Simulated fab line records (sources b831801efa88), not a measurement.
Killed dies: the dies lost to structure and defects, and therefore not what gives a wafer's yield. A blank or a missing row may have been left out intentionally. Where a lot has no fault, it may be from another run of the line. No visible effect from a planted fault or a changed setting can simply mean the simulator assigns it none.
fab line records || flow sky130
record: {"lots": 6, "wafers": 18, "lastDay": 50}
route steps=708 shown LDD_N@239 PAD_OPEN@708
lots with no fault: from the same line, run without faults
startH: hours from the record's first day to the start of the lot's first wafer shown || waitH: hours elapsed since this lot's preceding step || " same as the row above || L1.1+2: one row covering several wafers at once || - no value present, or no start provided || * or withheld: withheld || < > ~ a bound
route shown NAME@n: NAME is a module with steps in the file, n the number in the route of the first one || usual: mean and standard deviation over wafers with no fault || same: alike in all rows || chamber/n: place in a boat || sites: readings site by site || _std_site: the values' standard deviation || _edge_site: the outer-site mean with the inner-site mean subtracted || radiusMm: for every site, how far away it sits from the centre of the wafer || mask NAME#n: copy n || behind: tool/chamber where the wafer was last shaped || hold: why the lot went on hold/how many hours it stayed there/how the hold came to an end || device: names the non-switching transistor (n, p or np) || end of line: the route-end tests of the same wafers || a step given without rows: its recipe and nothing more || killed: the dies lost at the first sort to structure and to defects; this is not the yield of the wafer || map: the dies of a wafer, with x for killed, . for not killed, _ for no die there
set.NAME: the setting as run; set.NAME@STEP: as run at that earlier step || model.NAME: the simulator's own value behind a step, which no gauge read
lots at some steps of the route; a table a step, a row a wafer
services: from which hour (startH, from the record's first day; less than 0 if before it) a tool's chamber was out of use, for how many hours, and why
== steps ==
step: SKY_LDD_N_COAT_02
recipe: {"resist": "NOVOLAK", "spinRpm": 3000, "resistThkNm": 300}
step: SKY_LDD_N_SOFTBAKE_03
recipe: {"tempC": 90, "timeS": 60, "resist": "NOVOLAK"}
step: SKY_LDD_N_EXPOSE_04
recipe: {"maskId": "NTM", "targetCdNm": 840, "na": 0.6, "sourceShape": "conventional", "sigmaOuter": 0.6, "doseMj": 110}
step: SKY_LDD_N_PEB_05
recipe: {"tempC": "withheld", "timeS": "*", "resist": "NOVOLAK"}
step: SKY_LDD_N_DEVELOP_06
recipe: {"developTimeS": 60, "devTempC": 23}
step: SKY_LDD_N_OVL_MEAS_07
usual: {"LDD_N_OVL": "0.2/1.2"}
{"lot.wafer": "L757.1", "tool": "overlay-01", "chamber": "-", "startH": 408.88, "waitH": 0.1, "LDD_N_OVL[nm]": 1.9}
{"lot.wafer": "L757.2", "tool": "overlay-01", "chamber": "-", "startH": 408.88, "waitH": 0.1, "LDD_N_OVL[nm]": 0.8}
{"lot.wafer": "L757.4", "tool": "overlay-01", "chamber": "-", "startH": 408.88, "waitH": 0.1, "LDD_N_OVL[nm]": 1.6}
{"lot.wafer": "L758.1", "tool": "overlay-01", "chamber": "-", "startH": 417.87, "waitH": 0.1, "LDD_N_OVL[nm]": -0.7}
{"lot.wafer": "L758.2", "tool": "overlay-01", "chamber": "-", "startH": 417.87, "waitH": 0.1, "LDD_N_OVL[nm]": -0.9}
{"lot.wafer": "L758.3", "tool": "overlay-01", "chamber": "-", "startH": 417.87, "waitH": 0.1, "LDD_N_OVL[nm]": 0.9}
{"lot.wafer": "L763.2", "tool": "overlay-02", "chamber": "-", "startH": 467.69, "waitH": 0.1, "LDD_N_OVL[nm]": -1.0}
{"lot.wafer": "L763.3", "tool": "overlay-02", "chamber": "-", "startH": 467.69, "waitH": 0.1, "LDD_N_OVL[nm]": 0.4}
{"lot.wafer": "L763.6", "tool": "overlay-02", "chamber": "-", "startH": 467.69, "waitH": 0.1, "LDD_N_OVL[nm]": 1.5}
{"lot.wafer": "L765.2", "tool": "overlay-02", "chamber": "-", "startH": 500.09, "waitH": 0.1, "LDD_N_OVL[nm]": 0.1}
{"lot.wafer": "L765.4", "tool": "overlay-02", "chamber": "-", "startH": 500.09, "waitH": 0.1, "LDD_N_OVL[nm]": 0.0}
{"lot.wafer": "L765.5", "tool": "overlay-02", "chamber": "-", "startH": 500.09, "waitH": 0.1, "LDD_N_OVL[nm]": 0.5}
{"lot.wafer": "L775.2", "tool": "overlay-02", "chamber": "-", "startH": 573.53, "waitH": 0.1, "LDD_N_OVL[nm]": 0.2}
{"lot.wafer": "L775.3", "tool": "overlay-02", "chamber": "-", "startH": 573.53, "waitH": 0.1, "LDD_N_OVL[nm]": -0.5}
{"lot.wafer": "L775.6", "tool": "overlay-02", "chamber": "-", "startH": 573.53, "waitH": 0.1, "LDD_N_OVL[nm]": -0.2}
{"lot.wafer": "L779.1", "tool": "overlay-02", "chamber": "-", "startH": 599.72, "waitH": 0.1, "LDD_N_OVL[nm]": 1.9}
{"lot.wafer": "L779.4", "tool": "overlay-02", "chamber": "-", "startH": 599.72, "waitH": 0.1, "LDD_N_OVL[nm]": 0.6}
{"lot.wafer": "L779.5", "tool": "overlay-02", "chamber": "-", "startH": 599.72, "waitH": 0.1, "LDD_N_OVL[nm]": 1.4}
step: SKY_LDD_N_IMPLANT_08
recipe: {"species": "As", "energyKev": 20, "doseCm2": 7.5e+13, "tiltDeg": "withheld", "rotationDeg": 23}
step: SKY_LDD_N_IMPLANT_09
recipe: {"species": "As", "energyKev": 20, "doseCm2": 7.5e+13, "tiltDeg": "withheld", "rotationDeg": 113}
step: SKY_LDD_N_IMPLANT_10
recipe: {"species": "As", "energyKev": 20, "doseCm2": 7.5e+13, "tiltDeg": "withheld", "rotationDeg": 203}
step: SKY_LDD_N_IMPLANT_11
recipe: {"species": "As", "energyKev": 20, "doseCm2": 7.5e+13, "tiltDeg": "withheld", "rotationDeg": 293}
step: SKY_LDD_N_IMPLANT_12
recipe: {"species": "BF2", "energyKev": 50, "doseCm2": 5e+12, "tiltDeg": 30, "rotationDeg": 0}
step: SKY_LDD_N_IMPLANT_13
recipe: {"species": "BF2", "energyKev": 50, "doseCm2": 5e+12, "tiltDeg": 30, "rotationDeg": 90}
step: SKY_LDD_N_IMPLANT_14
recipe: {"species": "BF2", "energyKev": 50, "doseCm2": 5e+12, "tiltDeg": 30, "rotationDeg": 180}
usual: {"doseIonsCm2": "5.001e+12/5.4e+09", "faradayCurrentUA": "28.1/0.54"}
{"lot.wafer": "L757.1", "tool": "implanter-04", "chamber": 0, "startH": 409.82, "waitH": 0.1, "doseIonsCm2": 5.002e+12, "faradayCurrentUA": 27.9}
{"lot.wafer": "L757.2", "tool": "implanter-04", "chamber": 0, "startH": 409.82, "waitH": 0.1, "doseIonsCm2": 5.008e+12, "faradayCurrentUA": 28.5}
{"lot.wafer": "L757.4", "tool": "implanter-04", "chamber": 0, "startH": 409.82, "waitH": 0.1, "doseIonsCm2": 5.008e+12, "faradayCurrentUA": 28.2}
{"lot.wafer": "L758.1", "tool": "implanter-01", "chamber": 0, "startH": 418.81, "waitH": 0.1, "doseIonsCm2": 5.01e+12, "faradayCurrentUA": 28.0}
{"lot.wafer": "L758.2", "tool": "implanter-01", "chamber": 0, "startH": 418.81, "waitH": 0.1, "doseIonsCm2": 5.007e+12, "faradayCurrentUA": 27.7}
{"lot.wafer": "L758.3", "tool": "implanter-01", "chamber": 0, "startH": 418.81, "waitH": 0.1, "doseIonsCm2": 4.999e+12, "faradayCurrentUA": 28.1}
{"lot.wafer": "L763.2", "tool": "implanter-04", "chamber": 0, "startH": 468.64, "waitH": 0.1, "doseIonsCm2": 3.526e+12, "faradayCurrentUA": 19.9}
{"lot.wafer": "L763.3", "tool": "implanter-04", "chamber": 0, "startH": 468.64, "waitH": 0.1, "doseIonsCm2": 3.532e+12, "faradayCurrentUA": 19.2}
{"lot.wafer": "L763.6", "tool": "implanter-04", "chamber": 0, "startH": 468.64, "waitH": 0.1, "doseIonsCm2": 3.53e+12, "faradayCurrentUA": 19.7}
{"lot.wafer": "L765.2", "tool": "implanter-04", "chamber": 0, "startH": 501.04, "waitH": 0.1, "doseIonsCm2": 3.536e+12, "faradayCurrentUA": 18.9}
{"lot.wafer": "L765.4", "tool": "implanter-04", "chamber": 0, "startH": 501.04, "waitH": 0.1, "doseIonsCm2": 3.528e+12, "faradayCurrentUA": 19.9}
{"lot.wafer": "L765.5", "tool": "implanter-04", "chamber": 0, "startH": 501.04, "waitH": 0.1, "doseIonsCm2": 3.528e+12, "faradayCurrentUA": 19.5}
{"lot.wafer": "L775.2", "tool": "implanter-04", "chamber": 0, "startH": 574.48, "waitH": 0.1, "doseIonsCm2": 4.984e+12, "faradayCurrentUA": 28.7}
{"lot.wafer": "L775.3", "tool": "implanter-04", "chamber": 0, "startH": 574.48, "waitH": 0.1, "doseIonsCm2": 4.998e+12, "faradayCurrentUA": 28.0}
{"lot.wafer": "L775.6", "tool": "implanter-04", "chamber": 0, "startH": 574.48, "waitH": 0.1, "doseIonsCm2": 4.997e+12, "faradayCurrentUA": 29.0}
{"lot.wafer": "L779.1", "tool": "implanter-02", "chamber": 0, "startH": 600.65, "waitH": 0.1, "doseIonsCm2": 4.999e+12, "faradayCurrentUA": 27.6}
{"lot.wafer": "L779.4", "tool": "implanter-02", "chamber": 0, "startH": 600.65, "waitH": 0.1, "doseIonsCm2": 5.009e+12, "faradayCurrentUA": 28.0}
{"lot.wafer": "L779.5", "tool": "implanter-02", "chamber": 0, "startH": 600.65, "waitH": 0.1, "doseIonsCm2": 5.001e+12, "faradayCurrentUA": 28.7}
step: SKY_LDD_N_IMPLANT_15
recipe: {"species": "BF2", "energyKev": 50, "doseCm2": 5e+12, "tiltDeg": 30, "rotationDeg": 270}
step: SKY_PAD_OPEN_PROBE_99
usual: {"killed_at_M0_to_M3": "43/7.2", "killed_at_M4_up": "3.5/2", "killedAtContacts": "24/5.2", "killedAtFrontEnd": "15/4.4", "killedAtOther": "0.2/0.48", "killedDies": "85/9.4", "killedOpen": "46/7.3", "killedShort": "39/6.1"}
same: {"grossDies": 492, "killedAtBackSide": 0}
{"lot.wafer": "L757.1", "tool": "prober-01", "chamber": "-", "startH": 1081.34, "waitH": 0.1, "killed_at_M0_to_M3": 53, "killed_at_M4_up": 7, "killedAtContacts": 24, "killedAtFrontEnd": 11, "killedAtOther": 0, "killedDies": 95, "killedOpen": 50, "killedShort": 45, "model.etest.nfet_01v8_swapped.vtSatV": 0.6634}
{"lot.wafer": "L757.2", "tool": "prober-01", "chamber": "-", "startH": 1081.39, "waitH": 0.1, "killed_at_M0_to_M3": 40, "killed_at_M4_up": 5, "killedAtContacts": 23, "killedAtFrontEnd": 12, "killedAtOther": 1, "killedDies": 81, "killedOpen": 40, "killedShort": 41, "model.etest.nfet_01v8_swapped.vtSatV": 0.6639}
{"lot.wafer": "L757.4", "tool": "prober-01", "chamber": "-", "startH": 1081.49, "waitH": 0.2, "killed_at_M0_to_M3": 37, "killed_at_M4_up": 3, "killedAtContacts": 24, "killedAtFrontEnd": 14, "killedAtOther": 0, "killedDies": 78, "killedOpen": 43, "killedShort": 35, "model.etest.nfet_01v8_swapped.vtSatV": 0.6605}
{"lot.wafer": "L758.1", "tool": "prober-01", "chamber": "-", "startH": 1097.72, "waitH": 0.1, "killed_at_M0_to_M3": 34, "killed_at_M4_up": 2, "killedAtContacts": 31, "killedAtFrontEnd": 22, "killedAtOther": 0, "killedDies": 89, "killedOpen": 42, "killedShort": 47, "model.etest.nfet_01v8_swapped.vtSatV": 0.6532}
{"lot.wafer": "L758.2", "tool": "prober-01", "chamber": "-", "startH": 1097.77, "waitH": 0.1, "killed_at_M0_to_M3": 38, "killed_at_M4_up": 6, "killedAtContacts": 18, "killedAtFrontEnd": 11, "killedAtOther": 0, "killedDies": 73, "killedOpen": 40, "killedShort": 33, "model.etest.nfet_01v8_swapped.vtSatV": 0.6569}
{"lot.wafer": "L758.3", "tool": "prober-01", "chamber": "-", "startH": 1097.82, "waitH": 0.2, "killed_at_M0_to_M3": 40, "killed_at_M4_up": 4, "killedAtContacts": 20, "killedAtFrontEnd": 21, "killedAtOther": 0, "killedDies": 85, "killedOpen": 42, "killedShort": 43, "model.etest.nfet_01v8_swapped.vtSatV": 0.6567}
{"lot.wafer": "L763.2", "tool": "prober-02", "chamber": "-", "startH": 1123.25, "waitH": 0.1, "killed_at_M0_to_M3": 44, "killed_at_M4_up": 4, "killedAtContacts": 27, "killedAtFrontEnd": 11, "killedAtOther": 0, "killedDies": 86, "killedOpen": 47, "killedShort": 38, "model.etest.nfet_01v8_swapped.vtSatV": 0.6452}
{"lot.wafer": "L763.3", "tool": "prober-02", "chamber": "-", "startH": 1123.30, "waitH": 0.2, "killed_at_M0_to_M3": 37, "killed_at_M4_up": 2, "killedAtContacts": 23, "killedAtFrontEnd": 19, "killedAtOther": 0, "killedDies": 81, "killedOpen": 43, "killedShort": 38, "model.etest.nfet_01v8_swapped.vtSatV": 0.6358}
{"lot.wafer": "L763.6", "tool": "prober-02", "chamber": "-", "startH": 1123.45, "waitH": 0.2, "killed_at_M0_to_M3": 48, "killed_at_M4_up": 2, "killedAtContacts": 29, "killedAtFrontEnd": 18, "killedAtOther": 0, "killedDies": 97, "killedOpen": 47, "killedShort": 50, "model.etest.nfet_01v8_swapped.vtSatV": 0.6455}
{"lot.wafer": "L765.2", "tool": "prober-01", "chamber": "-", "startH": 1125.70, "waitH": 0.1, "killed_at_M0_to_M3": 42, "killed_at_M4_up": 6, "killedAtContacts": 29, "killedAtFrontEnd": 19, "killedAtOther": 0, "killedDies": 96, "killedOpen": 44, "killedShort": 52, "model.etest.nfet_01v8_swapped.vtSatV": 0.6407}
{"lot.wafer": "L765.4", "tool": "prober-01", "chamber": "-", "startH": 1125.80, "waitH": 0.2, "killed_at_M0_to_M3": 32, "killed_at_M4_up": 2, "killedAtContacts": 28, "killedAtFrontEnd": 7, "killedAtOther": 0, "killedDies": 69, "killedOpen": 39, "killedShort": 30, "model.etest.nfet_01v8_swapped.vtSatV": 0.6403}
{"lot.wafer": "L775.2", "tool": "prober-02", "chamber": "-", "startH": 1187.79, "waitH": 0.1, "killed_at_M0_to_M3": 39, "killed_at_M4_up": 1, "killedAtContacts": 30, "killedAtFrontEnd": 19, "killedAtOther": 0, "killedDies": 89, "killedOpen": 48, "killedShort": 41, "model.etest.nfet_01v8_swapped.vtSatV": 0.6561}
{"lot.wafer": "L775.3", "tool": "prober-02", "chamber": "-", "startH": 1187.84, "waitH": 0.2, "killed_at_M0_to_M3": 39, "killed_at_M4_up": 3, "killedAtContacts": 22, "killedAtFrontEnd": 21, "killedAtOther": 1, "killedDies": 86, "killedOpen": 41, "killedShort": 41, "model.etest.nfet_01v8_swapped.vtSatV": 0.6558}
{"lot.wafer": "L775.6", "tool": "prober-02", "chamber": "-", "startH": 1187.99, "waitH": 0.2, "killed_at_M0_to_M3": 50, "killed_at_M4_up": 2, "killedAtContacts": 19, "killedAtFrontEnd": 14, "killedAtOther": 0, "killedDies": 85, "killedOpen": 37, "killedShort": 48, "model.etest.nfet_01v8_swapped.vtSatV": 0.6548}
{"lot.wafer": "L779.1", "tool": "prober-02", "chamber": "-", "startH": 1199.04, "waitH": 0.1, "killed_at_M0_to_M3": 48, "killed_at_M4_up": 2, "killedAtContacts": 25, "killedAtFrontEnd": 22, "killedAtOther": 0, "killedDies": 97, "killedOpen": 48, "killedShort": 49, "model.etest.nfet_01v8_swapped.vtSatV": 0.6561}
{"lot.wafer": "L779.4", "tool": "prober-02", "chamber": "-", "startH": 1199.19, "waitH": 0.2, "killed_at_M0_to_M3": 51, "killed_at_M4_up": 2, "killedAtContacts": 26, "killedAtFrontEnd": 18, "killedAtOther": 1, "killedDies": 98, "killedOpen": 40, "killedShort": 55, "model.etest.nfet_01v8_swapped.vtSatV": 0.6616}
{"lot.wafer": "L779.5", "tool": "prober-02", "chamber": "-", "startH": 1199.24, "waitH": 0.2, "killed_at_M0_to_M3": 38, "killed_at_M4_up": 1, "killedAtContacts": 17, "killedAtFrontEnd": 17, "killedAtOther": 0, "killedDies": 73, "killedOpen": 39, "killedShort": 34, "model.etest.nfet_01v8_swapped.vtSatV": 0.658}
killed by level:class
L757.1 VIA1:geometricParticle:open=11 CONTACT:geometricParticle:open=10 METAL1:geometricParticle:short=10 VIA3:geometricParticle:open=7 VIA2:geometricParticle:open=7 LOCAL_INTERCONNECT:geometricParticle:short=5 METAL4:geometricParticle:short=5 FIELD_ISO:geometricParticle:short=4
L757.2 CONTACT:geometricParticle:open=12 METAL1:geometricParticle:short=9 VIA1:geometricParticle:short=9 VIA3:geometricParticle:open=7 VIA1:geometricParticle:open=6 LI_CONTACT:geometricParticle:open=5 FIELD_ISO:geometricParticle:short=4 METAL4:geometricParticle:short=4
L757.4 LI_CONTACT:geometricParticle:open=9 VIA1:geometricParticle:open=9 CONTACT:geometricParticle:open=8 VIA3:geometricParticle:open=6 METAL2:geometricParticle:short=5 VIA1:geometricParticle:short=5 LOCAL_INTERCONNECT:geometricParticle:short=5 FIELD_ISO:geometricParticle:open=4
L758.1 CONTACT:geometricParticle:open=12 CONTACT:geometricParticle:short=8 VIA3:geometricParticle:open=8 POLY_GATE:geometricParticle:short=7 VIA1:geometricParticle:open=7 FIELD_ISO:geometricParticle:open=5 LI_CONTACT:geometricParticle:open=5 LOCAL_INTERCONNECT:geometricParticle:short=4
L758.2 VIA1:geometricParticle:open=9 VIA2:geometricParticle:open=7 CONTACT:geometricParticle:open=6 METAL2:geometricParticle:short=6 FIELD_ISO:geometricParticle:open=4 POLY_GATE:geometricParticle:open=4 CONTACT:geometricParticle:short=4 VIA3:geometricParticle:short=4
L758.3 VIA1:geometricParticle:open=9 CONTACT:geometricParticle:open=7 METAL1:geometricParticle:short=6 METAL3:geometricParticle:short=6 FIELD_ISO:geometricParticle:open=5 FIELD_ISO:geometricParticle:short=5 POLY_GATE:geometricParticle:open=5 LOCAL_INTERCONNECT:geometricParticle:short=5
L763.2 CONTACT:geometricParticle:open=11 VIA1:geometricParticle:open=9 LI_CONTACT:geometricParticle:open=8 VIA2:geometricParticle:open=7 METAL1:geometricParticle:short=6 METAL2:geometricParticle:short=5 FIELD_ISO:geometricParticle:open=4 FIELD_ISO:geometricParticle:short=4
L763.3 CONTACT:geometricParticle:short=7 LI_CONTACT:geometricParticle:open=7 CONTACT:geometricParticle:open=7 VIA1:geometricParticle:open=7 METAL1:geometricParticle:short=6 VIA3:geometricParticle:open=6 FIELD_ISO:geometricParticle:open=5 POLY_GATE:geometricParticle:short=5
L763.6 CONTACT:geometricParticle:open=12 VIA1:geometricParticle:open=9 VIA3:geometricParticle:open=8 FIELD_ISO:geometricParticle:short=7 METAL2:geometricParticle:short=7 LI_CONTACT:geometricParticle:short=6 METAL1:geometricParticle:short=5 FIELD_ISO:geometricParticle:open=4
L765.2 VIA2:geometricParticle:open=12 FIELD_ISO:geometricParticle:short=10 VIA3:geometricParticle:open=8 LI_CONTACT:geometricParticle:open=7 CONTACT:geometricParticle:open=7 CONTACT:geometricParticle:short=6 LI_CONTACT:geometricParticle:short=5 METAL4:geometricParticle:short=5
L765.4 LI_CONTACT:geometricParticle:open=10 CONTACT:geometricParticle:short=6 METAL1:geometricParticle:short=6 VIA2:geometricParticle:open=6 CONTACT:geometricParticle:open=5 VIA3:geometricParticle:open=5 VIA1:geometricParticle:short=4 VIA1:geometricParticle:open=4
L775.2 CONTACT:geometricParticle:open=15 VIA1:geometricParticle:open=8 METAL1:geometricParticle:short=8 METAL2:geometricParticle:short=8 POLY_GATE:geometricParticle:short=7 VIA3:geometricParticle:open=7 LI_CONTACT:geometricParticle:open=6 POLY_GATE:geometricParticle:open=4
L775.3 VIA1:geometricParticle:open=9 METAL2:geometricParticle:short=9 CONTACT:geometricParticle:open=7 VIA3:geometricParticle:open=6 FIELD_ISO:geometricParticle:short=5 LI_CONTACT:geometricParticle:open=5 VIA1:geometricParticle:short=5 POLY_GATE:geometricParticle:open=4
L775.6 VIA1:geometricParticle:open=12 CONTACT:geometricParticle:open=8 METAL2:geometricParticle:short=8 METAL1:geometricParticle:short=6 VIA1:geometricParticle:short=6 VIA3:geometricParticle:open=6 METAL3:geometricParticle:short=5 FIELD_ISO:geometricParticle:short=4
L779.1 POLY_GATE:geometricParticle:short=9 CONTACT:geometricParticle:short=9 VIA1:geometricParticle:open=9 CONTACT:geometricParticle:open=8 METAL2:geometricParticle:short=8 VIA1:geometricParticle:short=7 VIA2:geometricParticle:open=6 VIA3:geometricParticle:open=6
L779.4 VIA1:geometricParticle:open=8 VIA3:geometricParticle:open=8 CONTACT:geometricParticle:short=7 METAL1:geometricParticle:short=7 LI_CONTACT:geometricParticle:open=6 VIA2:geometricParticle:short=6 CONTACT:geometricParticle:open=6 VIA2:geometricParticle:open=6
L779.5 VIA2:geometricParticle:open=8 CONTACT:geometricParticle:open=7 POLY_GATE:geometricParticle:short=6 METAL2:geometricParticle:short=5 VIA1:geometricParticle:open=5 VIA3:geometricParticle:open=5 CONTACT:geometricParticle:short=4 METAL3:geometricParticle:short=4
== services ==
{"tool": "implanter-04", "chamber": "-", "startH": 387.98, "hours": 1.7, "kind": "repair"}
{"tool": "implanter-04", "chamber": "-", "startH": 418.89, "hours": 2.5, "kind": "pm"}
{"tool": "implanter-01", "chamber": "-", "startH": 458.98, "hours": 1.2, "kind": "repair"}
{"tool": "implanter-04", "chamber": "-", "startH": 526.60, "hours": 5.0, "kind": "repair"}
{"tool": "implanter-02", "chamber": "-", "startH": 583.59, "hours": 3.6, "kind": "pm"}
== key ==
firstSign: {"step": "SKY_LDD_N_IMPLANT_14", "reading": "doseIonsCm2", "direction": "down", "sigmas": "99+", "usual": "*", "struck": "*"}
effect: {"step": "SKY_LDD_N_IMPLANT_14", "reading": "faradayCurrentUA", "direction": "down", "sigmas": 16, "usual": 28.1, "struck": 19.5}
modelEffect: {"step": "SKY_PAD_OPEN_PROBE_99", "value": "etest.nfet_01v8_swapped.vtSatV", "without": 0.6608, "struck": 0.6415}
metAt SKY_LDD_N_IMPLANT_14
struckWafers L763.2,L763.3,L763.6,L765.2,L765.4,L765.5
testerLeftOut L763,L765
onsetBetween 409.82 468.64
fault: {"kind": "processParameterDrift", "tool": "implanter-04", "chamber": "-", "onsetH": 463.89, "steps": "SKY_LDD_N_IMPLANT_14", "channel": "doseCm2", "offset": "*", "shape": "step", "endH": 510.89, "actsIn": "*", "stated": "*"}
testerLeftOut: of these lots the tester's yield and bins aren't shown, on N5 and GAA mostly nor the transistor test; their killed dies are dies lost to structure and defects alone, not to doping, threshold or leakage, so they don't give the yield
